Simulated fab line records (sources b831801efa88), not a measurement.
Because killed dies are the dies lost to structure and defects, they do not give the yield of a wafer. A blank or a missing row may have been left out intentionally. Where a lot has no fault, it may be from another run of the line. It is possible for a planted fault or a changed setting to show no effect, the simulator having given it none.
Which of the tools did it? :: flow sky130 :: 39 wafers from 13 lots sampled at 2 of the route's 708 steps

== WHAT THE GAUGES READ, wafer by wafer ==
SKY_PWDE_OVL_MEAS_07. Usual: PWDE_OVL typically reads -0.4 nm, with standard deviation 1.4.
lot: L987
measured: day 4 03:40
on: overlay-01
PWDE_OVL (nm): 2.0 1.2 1.1
flag: 

lot: L988
measured: day 4 04:28
on: overlay-01
PWDE_OVL (nm): -2.3 -0.6 -2.1
flag: 

lot: L990
measured: day 4 11:25
on: overlay-02
PWDE_OVL (nm): -0.3 -0.2 -1.1
flag: 

lot: L991
measured: day 4 17:58
on: overlay-02
PWDE_OVL (nm): -0.4 0.9 0.5
flag: 

lot: L993
measured: day 5 06:34
on: overlay-01
PWDE_OVL (nm): -1.0 -2.4 -2.7
flag: 

lot: L996
measured: day 5 22:47
on: overlay-02
PWDE_OVL (nm): -0.3 0.0 0.8
flag: 

lot: L997
measured: day 6 07:31
on: overlay-01
PWDE_OVL (nm): 0.7 1.2 -0.8
flag: 

lot: L998
measured: day 6 12:10
on: overlay-01
PWDE_OVL (nm): -0.8 1.2 -0.2
flag: 

lot: L100
measured: day 6 21:19
on: overlay-02
PWDE_OVL (nm): -1.3 -0.6 -0.9
flag: 

lot: L106
measured: day 8 08:04
on: overlay-02
PWDE_OVL (nm): 0.8 0.9 -0.2
flag: 

lot: L107
measured: day 8 11:40
on: overlay-01
PWDE_OVL (nm): -1.0 -1.8 -1.0
flag: 

lot: L108
measured: day 8 15:13
on: overlay-02
PWDE_OVL (nm): -1.6 -0.1 -0.7
flag: 

lot: L109
measured: day 8 21:20
on: overlay-02
PWDE_OVL (nm): -1.7 0.3 -1.9
flag: 

SKY_VT_ADJUST_LVTN_TW_MEAS_10. Usual: VT_ADJUST_LVTN_TW typically reads 241.1, with standard deviation 1.4.
lot: L987
measured: day 7 04:34
on: film metro-04
VT_ADJUST_LVTN_TW: 240.7 241.2 242.1
flag: 

lot: L988
measured: day 7 06:15
on: film metro-02
VT_ADJUST_LVTN_TW: 241.9 242.7 240.8
flag: 

lot: L990
measured: day 7 14:31
on: film metro-03
VT_ADJUST_LVTN_TW: 238.0 239.0 237.6
flag: 

lot: L991
measured: day 7 20:19
on: film metro-04
VT_ADJUST_LVTN_TW: 241.0 240.2 240.2
flag: 

lot: L993
measured: day 8 10:52
on: film metro-04
VT_ADJUST_LVTN_TW: 242.6 241.0 240.8
flag: 

lot: L996
measured: day 9 03:52
on: film metro-04
VT_ADJUST_LVTN_TW: 243.0 241.4 242.5
flag: 

lot: L997
measured: day 9 15:34
on: film metro-02
VT_ADJUST_LVTN_TW: 240.0 240.7 240.7
flag: 

lot: L998
measured: day 9 21:22
on: film metro-03
VT_ADJUST_LVTN_TW: 239.7 239.7 239.8
flag: 

lot: L100
measured: day 10 08:13
on: film metro-03
VT_ADJUST_LVTN_TW: 240.6 239.7 238.8
flag: 

lot: L106
measured: day 11 22:13
on: film metro-03
VT_ADJUST_LVTN_TW: 240.1 238.2 239.5
flag: 

lot: L107
measured: day 12 02:40
on: film metro-04
VT_ADJUST_LVTN_TW: 243.1 241.1 241.9
flag: 

lot: L108
measured: day 12 07:36
on: film metro-04
VT_ADJUST_LVTN_TW: 242.6 242.7 242.5
flag: 

lot: L109
measured: day 12 14:46
on: film metro-02
VT_ADJUST_LVTN_TW: 240.5 240.3 240.3
flag: 

== TOOL THAT RAN EACH LOT (tool first, then ch and the chambers of the sampled wafers, then the start) ==
The record shows no process step preceding these readings.

== WHAT THE TOOLS THEMSELVES READ (means of the sampled wafers that have a number; where no wafer has one, the mark that the record gives instead) ==
The record holds no such reading with a usual standard deviation.

== THE ANSWER, worked out from the rows above alone ==
Rule: take the mean of a lot's wafers that have a number; if it is more than 3 standard deviations from the usual mean, the lot is off. Also off: a lot with no number at a reading for which 4 or more lots have one. Any other lot the step has rows for is counted as sound. First the gauges in route order, then the tools' own readings, where a lot's mean is used as printed above. At the first step where some lot is off, the reading lying furthest off is the one used; lots without a number count as furthest.
No lot is off on any of the readings shown, so nothing can be concluded from this.

== WHAT THE SIMULATOR PUT IN ==
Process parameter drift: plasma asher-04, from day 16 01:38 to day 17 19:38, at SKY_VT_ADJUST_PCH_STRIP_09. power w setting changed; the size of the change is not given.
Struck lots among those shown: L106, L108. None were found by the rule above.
